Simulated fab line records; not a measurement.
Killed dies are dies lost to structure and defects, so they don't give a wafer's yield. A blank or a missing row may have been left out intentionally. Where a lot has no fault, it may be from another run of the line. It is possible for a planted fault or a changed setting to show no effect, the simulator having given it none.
Which tool was responsible? :: flow gf180mcu :: 18 wafers from 6 lots sampled at 2 of the route's 602 steps

WHAT EACH GAUGE READ, for each wafer
GF_VT_IMPLANT_TW_MEAS_21.
lot: L735
measured: day 6 10:59
on: film_metro-02
VT_IMPLANT_2_TW: 1221 1233 1230

lot: L737
measured: day 7 02:11
on: film_metro-03
VT_IMPLANT_2_TW: 1222 1224 1223

lot: L740
measured: day 7 23:25
on: film_metro-03
VT_IMPLANT_2_TW: 1221 1225 1225

lot: L750
measured: day 10 12:02
on: film_metro-02
VT_IMPLANT_2_TW: 1240 1245 1247

lot: L752
measured: day 10 23:52
on: film_metro-03
VT_IMPLANT_2_TW: 1217 1221 1218

lot: L754
measured: day 11 18:38
on: film_metro-02
VT_IMPLANT_2_TW: 1235 1232 1231

WHICH TOOL RAN EACH LOT (tool, then ch and the chambers of the sampled wafers, then the start)
lot: L735
GF_VT_IMPLANT_IMPLANT_19: implanter-03 ch 0, day 6 10:43

lot: L737
GF_VT_IMPLANT_IMPLANT_19: implanter-03 ch 0, day 7 01:56

lot: L740
GF_VT_IMPLANT_IMPLANT_19: implanter-02 ch 0, day 7 23:10

lot: L750
GF_VT_IMPLANT_IMPLANT_19: implanter-03 ch 0, day 10 11:49

lot: L752
GF_VT_IMPLANT_IMPLANT_19: implanter-01 ch 0, day 10 23:38

lot: L754
GF_VT_IMPLANT_IMPLANT_19: implanter-02 ch 0, day 11 18:23
- GF_VT_IMPLANT_IMPLANT_19

THE ANSWER, worked out from the rows above alone
Rule: the usual values come from the lots themselves. Put in order of their means at a reading, lots are off if they are a third of the lots or fewer, leave a main group of 4 or more, and stand apart from it by a gap of 3 or more times the standard deviation of the main group's means; of several such gaps the widest counts. If all means in a main group match to the digits the tables above print for the reading, that group is not used. A lot without any number at a reading at which 4 lots or more have one is off too. Any other lot the step has rows for is counted as sound.
None of the lots is off at any reading shown; this tells nothing.

WHAT THE SIMULATOR HAD PUT IN
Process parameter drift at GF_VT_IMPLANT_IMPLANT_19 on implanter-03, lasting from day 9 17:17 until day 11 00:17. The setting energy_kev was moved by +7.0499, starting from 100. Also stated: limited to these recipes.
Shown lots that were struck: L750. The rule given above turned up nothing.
